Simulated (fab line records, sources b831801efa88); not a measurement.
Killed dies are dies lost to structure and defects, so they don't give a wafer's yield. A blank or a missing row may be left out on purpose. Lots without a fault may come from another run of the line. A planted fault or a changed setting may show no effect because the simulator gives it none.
A struck lot beside a sound one | flow sky130 | 15 steps out of a route of 708
Sound: wafers L716.4, L716.5, L716.6. Struck: wafers L728.2, L728.3, L728.6. The cause comes at the end.
At each step with rows: each side's tool, then ch and its chambers, then its first start. Under that, the readings that differ: sound wafers | struck wafers | difference of the means | sigmas: that difference in standard deviations of wafers without a fault.
alike: readings whose means differ by less than 2 such deviations, and words and numbers that are the same on both sides. not compared: withheld readings, readings that some wafer has no value for, bounds like >300 that may hide the same value, and numbers for which the record gives no deviation and whose values overlap.
The two part at a step that has a row with sigmas, a row that says differs or no value, or rows on one side only. Numbers that don't overlap but have no deviation are shown without sigmas and don't part them. A reading that every wafer of one side lacks parts them only if that side has two wafers or more.

first, 1 step without rows for these wafers: SKY_GATE_OXIDE_DEVELOP_09 (develop time 60 s).
SKY_GATE_OXIDE_OVL_MEAS_10:
  sound on overlay-01, day 16 21:38; struck on overlay-02, day 19 22:58
  reading             | sound       | struck         | difference | sigmas
  GATE_OXIDE_OVL (nm) | 2.3 1.8 1.5 | -0.6 -0.7 -0.8 | -2.6       | -2
then, 2 steps without rows for these wafers: SKY_GATE_OXIDE_IMPLANT_11; SKY_GATE_OXIDE_WET_ETCH_12 (etches SiO2 in dHF, target depth 16.8 nm, time 336 s).
SKY_GATE_OXIDE_STRIP_13: strips in O2/N2.
  sound on plasma_asher-01 ch 0,1, day 16 21:56; struck on plasma_asher-04 ch 0,1, day 19 23:15
  alike: drypump_motor_current_A, oes_product_au, strip_time_to_endpoint_s
  not compared: rf_hours_counter_h
SKY_GATE_OXIDE_TW_MEAS_14:
  sound on film_metro-03, day 16 22:02; struck on film_metro-04, day 19 23:22
  alike: GATE_OXIDE_TW
then, 3 steps without rows for these wafers: SKY_GATE_OXIDE_CLEAN_15 (cleans in SC1/SC2, time 150 s); SKY_GATE_OXIDE_OXIDATION_16 (stabilise 600 s, purge 300 s, target thk 3.57 nm); SKY_POLY_GATE_CVD_00 (deposits poly-Si, target thk 180 nm, time 720 s).
SKY_POLY_GATE_THK_MEAS_01:
  sound on film_metro-02, day 17 01:50; struck on film_metro-04, day 20 02:45
  alike: POLY_GATE_CVD_00_THK
then, 2 steps without rows for these wafers: SKY_RES_PROTECT_DEHYDRATE_00 (time 60 s); SKY_RES_PROTECT_HMDS_01 (prime time 60 s).
SKY_RES_PROTECT_COAT_02: resist thk 1140 nm.
  sound on litho_track-01 ch 0, day 17 15:30; struck on litho_track-04, day 20 17:44
  no value came back on the struck wafers for chill_plate_temp_C (C), dispense_pressure_kPa (kPa); on the sound wafers chill_plate_temp_C (C) reads 23.04 23.02 22.97
then, 1 step without rows for these wafers: SKY_RES_PROTECT_SOFTBAKE_03 (time 60 s).
-- the record jumps here: 29 days lie between the struck wafers' starts before and after (it left off in module RES_PROTECT and takes up again in module PAD_OPEN, whose first step shown is number 708 of the route) --
SKY_PAD_OPEN_PROBE_99:
  sound on prober-01, day 48 08:07; struck on prober-01, day 49 22:38
  reading                                  | sound             | struck              | difference | sigmas
  killed_at_front_end                      | 21 17 19          | 7 7 4               | -13        | -3
  model.etest.res_xhigh_po.line_ohm_um     | 5884 6002 5940    | 166.9 167.6 165.4   | -5775.4    |
  model.etest.res_xhigh_po.rs_ohm_sq       | 2019 2075 2094    | 59.07 59.72 58.82   | -2003.46   |
  model.etest.res_high_po.line_ohm_um      | 766.5 769 777.3   | 215.3 212.8 211.7   | -557.7     |
  model.etest.res_high_po.rs_ohm_sq        | 264.4 266.8 271.8 | 75.4 76.07 74.91    | -192.2     |
  model.etest.licon_high_po.rc_ohm         | 360.8 360 359.6   | 185.6 185.7 191.4   | -172.6     |
  model.etest.res_xhigh_po.rs_ohm_sq_range | 126 113.2 110.1   | 1.198 0.7615 0.9971 | -115.448   |
  model.etest.res_high_po.rs_ohm_sq_range  | 8.407 8.846 7.224 | 2.301 2.125 1.933   | -6.039     |
  alike: killed_at_M0_to_M3, killed_at_M4_up, killed_at_contacts, killed_at_other, killed_dies, killed_open, killed_short

WHERE THEY PART
First at SKY_GATE_OXIDE_OVL_MEAS_10; last, within this record, at SKY_PAD_OPEN_PROBE_99.

WHY: what the simulator had put in
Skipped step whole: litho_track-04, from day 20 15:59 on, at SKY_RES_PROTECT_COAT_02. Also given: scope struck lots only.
